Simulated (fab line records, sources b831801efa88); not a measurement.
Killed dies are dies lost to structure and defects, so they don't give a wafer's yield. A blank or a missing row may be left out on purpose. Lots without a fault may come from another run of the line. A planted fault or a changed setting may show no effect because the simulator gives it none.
Chamber matching | flow sky130 | SKY_POLY_GATE_ETCH_17 on rie_si-01: 4 sister chambers
The step etches poly-Si in HBr/Cl2, stops on SiO2, target depth 180 nm, time 70.5 s. 8 wafers are shown with their chamber, then 7 later ones without.

WAFERS WITH THEIR CHAMBER
wafer  | chamber | drypump_motor_current_A (A) | oes_product_au (a.u.)
L104.6 | 2       | 6.6                         | 0.977
L107.1 | 0       | 5.6                         | 0.982
L109.2 | 2       | 6.7                         | 0.980
L109.3 | 1       | 5.7                         | 0.986
L109.4 | 3       | 6.2                         | 0.987
L111.5 | 3       | 6.2                         | 1.005
L117.3 | 1       | 5.7                         | 0.977
L117.4 | 0       | 5.6                         | 0.976

WAFERS WITHOUT THEIR CHAMBER
wafer  | drypump_motor_current_A (A) | oes_product_au (a.u.)
L117.6 | 5.6                         | 0.978
L119.1 | 6.7                         | 0.971
L119.4 | 5.6                         | 0.986
L119.5 | 5.7                         | 0.970
L123.1 | 6.1                         | 0.995
L123.3 | 5.7                         | 0.981
L123.6 | 5.7                         | 0.982

WHICH CHAMBER EACH WENT THROUGH
wafer  | from the rows above     | in truth
L117.6 | 0                       | 0
L119.1 | 2                       | 2
L119.4 | can't be placed: 0 or 1 | 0
L119.5 | can't be placed: 1 or 0 | 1
L123.1 | 3                       | 3
L123.3 | 1                       | 1
L123.6 | 1                       | 1
Placed correctly: 5 of 7. Can't be placed from these rows: 2 (the true chamber is among the candidates in 2). Placed wrongly: 0.
How it was worked out, from the rows above alone: a wafer's distance from a chamber is the root of the sum, over the readings, of the square of ((its reading less the chamber's mean) divided by the reading's scatter). The wafer belongs to the nearest chamber; if the next one is less than 2 further off, it can't be placed. A chamber's mean is the mean of its shown wafers. The scatter: the root of (the sum of the squares of (reading less its chamber's mean) over the shown wafers, divided by (wafers less chambers)).
